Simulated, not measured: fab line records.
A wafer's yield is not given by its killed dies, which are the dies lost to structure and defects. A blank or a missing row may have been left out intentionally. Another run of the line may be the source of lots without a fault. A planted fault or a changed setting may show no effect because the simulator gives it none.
Chamber matching || flow gf180mcu || rieDiel-01 running GF_V1_ETCH_16: 4 sister chambers
The step etches BARC in N2/H2. 4 wafers are shown with their chamber, then 12 later ones without.

WAFERS WITH THEIR CHAMBER
{"wafer": "L088.3", "chamber": 3, "drypumpMotorCurrentA (A)": 5.9}
{"wafer": "L094.1", "chamber": 0, "drypumpMotorCurrentA (A)": 6.0}
{"wafer": "L094.2", "chamber": 2, "drypumpMotorCurrentA (A)": 5.8}
{"wafer": "L094.3", "chamber": 1, "drypumpMotorCurrentA (A)": 5.3}

WAFERS WITHOUT THEIR CHAMBER
{"wafer": "L094.4", "drypumpMotorCurrentA (A)": 5.9}
{"wafer": "L094.5", "drypumpMotorCurrentA (A)": 5.7}
{"wafer": "L094.6", "drypumpMotorCurrentA (A)": 5.9}
{"wafer": "L096.1", "drypumpMotorCurrentA (A)": 5.9}
{"wafer": "L096.2", "drypumpMotorCurrentA (A)": 5.7}
{"wafer": "L096.3", "drypumpMotorCurrentA (A)": 5.2}
{"wafer": "L096.4", "drypumpMotorCurrentA (A)": 6.0}
{"wafer": "L096.5", "drypumpMotorCurrentA (A)": 5.9}
{"wafer": "L096.6", "drypumpMotorCurrentA (A)": 5.7}
{"wafer": "L097.1", "drypumpMotorCurrentA (A)": 6.0}
{"wafer": "L097.2", "drypumpMotorCurrentA (A)": 5.3}
{"wafer": "L097.6", "drypumpMotorCurrentA (A)": 6.0}

CHAMBER TAKEN BY EACH
{"wafer": "L094.4", "from the rows above": "can't be placed: 3 or 0 or 2", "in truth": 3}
{"wafer": "L094.5", "from the rows above": "can't be placed: 2 or 3", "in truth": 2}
{"wafer": "L094.6", "from the rows above": "can't be placed: 3 or 0 or 2", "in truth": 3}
{"wafer": "L096.1", "from the rows above": "can't be placed: 3 or 0 or 2", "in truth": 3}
{"wafer": "L096.2", "from the rows above": "can't be placed: 2 or 3", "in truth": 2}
{"wafer": "L096.3", "from the rows above": 1, "in truth": 1}
{"wafer": "L096.4", "from the rows above": "can't be placed: 0 or 3", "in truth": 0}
{"wafer": "L096.5", "from the rows above": "can't be placed: 3 or 0 or 2", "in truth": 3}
{"wafer": "L096.6", "from the rows above": "can't be placed: 2 or 3", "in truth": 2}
{"wafer": "L097.1", "from the rows above": "can't be placed: 0 or 3", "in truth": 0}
{"wafer": "L097.2", "from the rows above": 1, "in truth": 1}
{"wafer": "L097.6", "from the rows above": "can't be placed: 0 or 3", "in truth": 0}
2 of 12 placed correctly. Cannot be placed on the basis of these rows: 10; the candidates contain the true chamber in 10. Wrongly placed: 0.
How it was worked out, from the rows above alone: a wafer's distance from a chamber is the root of the sum, over the readings, of the square of ((its reading less the chamber's mean) divided by the reading's scatter). The wafer belongs to the nearest chamber; if the next one is less than 2 further off, it can't be placed. A chamber's mean is the mean of its shown wafers. The scatter: root of mean squared gap, hidden wafer to nearest shown wafer, with one shown wafer a chamber.
